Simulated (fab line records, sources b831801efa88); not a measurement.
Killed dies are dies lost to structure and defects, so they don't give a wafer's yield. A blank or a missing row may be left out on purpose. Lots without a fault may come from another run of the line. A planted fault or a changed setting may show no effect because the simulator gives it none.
Chamber matching | flow gf180mcu | GF_V1_CMP_26 on cmp-01: 4 sister chambers
The step polishes, stops on SiO2, t overpolish 15 s, target thk 0 nm. 33 wafers are shown with their chamber, then 12 later ones without.

WAFERS WITH THEIR CHAMBER
wafer  | chamber | motor_current_A (A) | time_to_endpoint_s (s) | overpolish_run_s (s)
L074.2 | 1       | 10.9                | 86                     | 15.002
L074.3 | 3       | 11.9                | 90                     | 15.010
L074.5 | 0       | 10.0                | 84                     | 14.990
L075.1 | 3       | 11.8                | 86                     | 14.999
L075.2 | 0       | 9.9                 | 81                     | 14.989
L075.3 | 1       | 11.0                | 85                     | 15.000
L076.1 | 3       | 11.9                | 83                     | 14.981
L076.3 | 0       | 9.8                 | 80                     | 15.007
L076.6 | 2       | 12.6                | 79                     | 15.001
L077.2 | 1       | 11.3                | 80                     | 14.991
L077.5 | 1       | 10.5                | 82                     | 15.012
L077.6 | 0       | 10.0                | 83                     | 14.990
L078.2 | 0       | 9.8                 | 84                     | 14.996
L078.3 | 2       | 12.5                | 81                     | 15.002
L078.6 | 3       | 11.9                | 86                     | 15.003
L079.3 | 0       | 9.6                 | 84                     | 15.001
L079.5 | 0       | 9.9                 | 85                     | 15.008
L079.6 | 1       | 10.6                | 86                     | 15.009
L080.3 | 1       | 11.3                | 82                     | 14.988
L080.4 | 2       | 12.2                | 85                     | 14.981
L080.6 | 3       | 11.6                | 89                     | 14.992
L082.3 | 3       | 11.5                | 89                     | 14.986
L082.4 | 1       | 11.3                | 84                     | 15.005
L082.6 | 0       | 9.6                 | 83                     | 14.994
L083.1 | 2       | 12.5                | 84                     | 15.000
L083.2 | 3       | 11.6                | 88                     | 14.996
L083.3 | 0       | 9.5                 | 85                     | 14.988
L088.3 | 3       | 12.1                | 88                     | 15.007
L088.4 | 1       | 10.9                | 82                     | 14.989
L088.6 | 0       | 10.0                | 85                     | 14.995
L089.2 | 2       | 13.0                | 84                     | 15.017
L089.4 | 0       | 9.6                 | 82                     | 15.007
L089.5 | 2       | 12.2                | 85                     | 14.996

SIGNATURES (means of the wafers above)
reading            | chamber 0 | chamber 1 | chamber 2 | chamber 3 | scatter within a chamber
motor_current_A    | 9.791     | 10.975    | 12.500    | 11.787    | 0.247
time_to_endpoint_s | 83.27     | 83.38     | 83.00     | 87.38     | 2.1
overpolish_run_s   | 14.99682  | 14.99950  | 14.99950  | 14.99675  | 0.00942
Rule: a wafer's distance from a chamber is the root of the sum, over the readings, of the square of ((its reading less the chamber's mean) divided by the reading's scatter). The wafer belongs to the nearest chamber; if the next one is less than 2 further off, it can't be placed. The scatter: the root of (the sum of the squares of (reading less its chamber's mean) over the shown wafers, divided by (wafers less chambers)).

WAFERS WITHOUT THEIR CHAMBER
wafer  | motor_current_A (A) | time_to_endpoint_s (s) | overpolish_run_s (s)
L090.1 | 12.4                | 90                     | 15.010
L090.3 | 10.7                | 85                     | 14.995
L090.4 | 12.5                | 89                     | 15.008
L091.1 | 11.6                | 86                     | 15.008
L091.4 | 10.8                | 85                     | 15.002
L091.5 | 13.0                | 85                     | 14.995
L093.2 | 11.8                | 87                     | 15.004
L093.3 | 10.5                | 85                     | 14.993
L093.6 | 9.8                 | 86                     | 14.996
L094.4 | 12.2                | 87                     | 15.010
L094.5 | 12.2                | 86                     | 14.999
L094.6 | 12.0                | 91                     | 14.993

WHICH CHAMBER EACH WENT THROUGH
wafer  | from the rows above     | in truth
L090.1 | can't be placed: 3 or 2 | 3
L090.3 | 1                       | 1
L090.4 | can't be placed: 2 or 3 | 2
L091.1 | can't be placed: 3 or 1 | 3
L091.4 | 1                       | 1
L091.5 | 2                       | 2
L093.2 | 3                       | 3
L093.3 | can't be placed: 1 or 0 | 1
L093.6 | 0                       | 0
L094.4 | can't be placed: 3 or 2 | 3
L094.5 | can't be placed: 3 or 2 | 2
L094.6 | 3                       | 3
Placed correctly: 6 of 12. Can't be placed from these rows: 6 (the true chamber is among the candidates in 6). Placed wrongly: 0.
